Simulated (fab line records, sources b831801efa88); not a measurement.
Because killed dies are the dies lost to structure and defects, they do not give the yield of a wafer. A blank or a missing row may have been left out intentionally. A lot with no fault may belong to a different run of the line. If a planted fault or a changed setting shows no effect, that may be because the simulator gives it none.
One fault through the eyes of 2 desks / flow gf180mcu / each desk has only its own numbers; what lay behind them comes last

== DESK OF THE TOOL OWNER: implanter-03 ==
For each lot that ran on this tool, the mean over its sampled wafers that have a number, from the tool's own readings at GF_HV_LDD_IMPLANT_35. A lot is out of limits, marked OUT, if its mean lies more than 4 standard deviations from the usual mean; the brackets give that distance.
Columns: A = dose-ions-cm2 at GF_HV_LDD_IMPLANT_35, usual 7.498e+12; B = end-station-pressure-torr at GF_HV_LDD_IMPLANT_35, usual 5.02e-06 Torr; C = faraday-current-uA at GF_HV_LDD_IMPLANT_35, usual 42.3
lot=L218; first seen here=day 12 05:37; A=7.503e+12; B=5.32e-06; C=42.3
lot=L222; first seen here=day 13 07:02; A=7.495e+12; B=4.99e-06; C=42.2
lot=L226; first seen here=day 14 21:05; A=7.502e+12; B=5.00e-06; C=42.9
lot=L236; first seen here=day 17 21:35; A=3.950e+12 (-99 or more) OUT; B=5.21e-06; C=21.9 (-22) OUT
lot=L237; first seen here=day 18 07:30; A=3.947e+12 (-99 or more) OUT; B=4.94e-06; C=22.6 (-21) OUT
lot=L238; first seen here=day 18 17:52; A=3.952e+12 (-99 or more) OUT; B=4.90e-06; C=21.8 (-22) OUT
This desk finds L236, L237, L238 out of limits, L236 being first, at day 17 21:35 (dose-ions-cm2 at GF_HV_LDD_IMPLANT_35). L218, L222, L226: within limits.

== FROM THE METROLOGY DESK ==
What the gauges read for every lot (on any tool): the sampled wafers with a number, averaged. A lot is out of limits, marked OUT, if its mean lies more than 4 standard deviations from the usual mean; the brackets give that distance.
Columns: A = HV_LDD_3_TW at GF_HV_LDD_TW_MEAS_38, usual 1439; B = HV_LDD_RS at GF_HV_LDD_RS_MEAS_53, usual 418.9 ohm/sq
lot=L216; first seen here=day 11 07:22; A=1434; B=419.2
lot=L217; first seen here=day 11 22:23; A=1446; B=419.5
lot=L218; first seen here=day 12 06:00; A=1441; B=419.8
lot=L219; first seen here=day 12 09:48; A=1454; B=418.8
lot=L221; first seen here=day 13 02:23; A=1437; B=417.8
lot=L222; first seen here=day 13 07:26; A=1440; B=419.6
lot=L226; first seen here=day 14 21:29; A=1426; B=419.0
lot=L236; first seen here=day 17 21:59; A=1383 (-7.1) OUT; B=429.2 (+12) OUT
lot=L237; first seen here=day 18 07:54; A=1387 (-6.6) OUT; B=429.2 (+12) OUT
lot=L238; first seen here=day 18 18:16; A=1374 (-8.3) OUT; B=427.0 (+9.1) OUT
Per this desk, out of limits: L236, L237, L238; the first was L236, day 17 21:59 (HV_LDD_3_TW at GF_HV_LDD_TW_MEAS_38). L216, L217, L218, L219, L221, L222, L226: within limits.

== PUT TOGETHER ==
On L236, L237, L238, at day 17 21:35, an alarm was possible from the tool owner's desk.
The metrology desk could have raised an alarm at day 17 21:59, on L236, L237, L238.
The lots listed all ran GF_HV_LDD_IMPLANT_35 on implanter-03.

== WHAT HAD BEEN PUT IN BY THE SIMULATOR ==
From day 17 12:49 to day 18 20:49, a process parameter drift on implanter-03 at GF_HV_LDD_IMPLANT_35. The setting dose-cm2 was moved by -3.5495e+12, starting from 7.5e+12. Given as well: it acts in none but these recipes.
Shown lots that were struck: L236, L237, L238.
Hours from the fault's start to each desk's first reading out of limits: the tool owner's desk, 9; the metrology desk, 9.
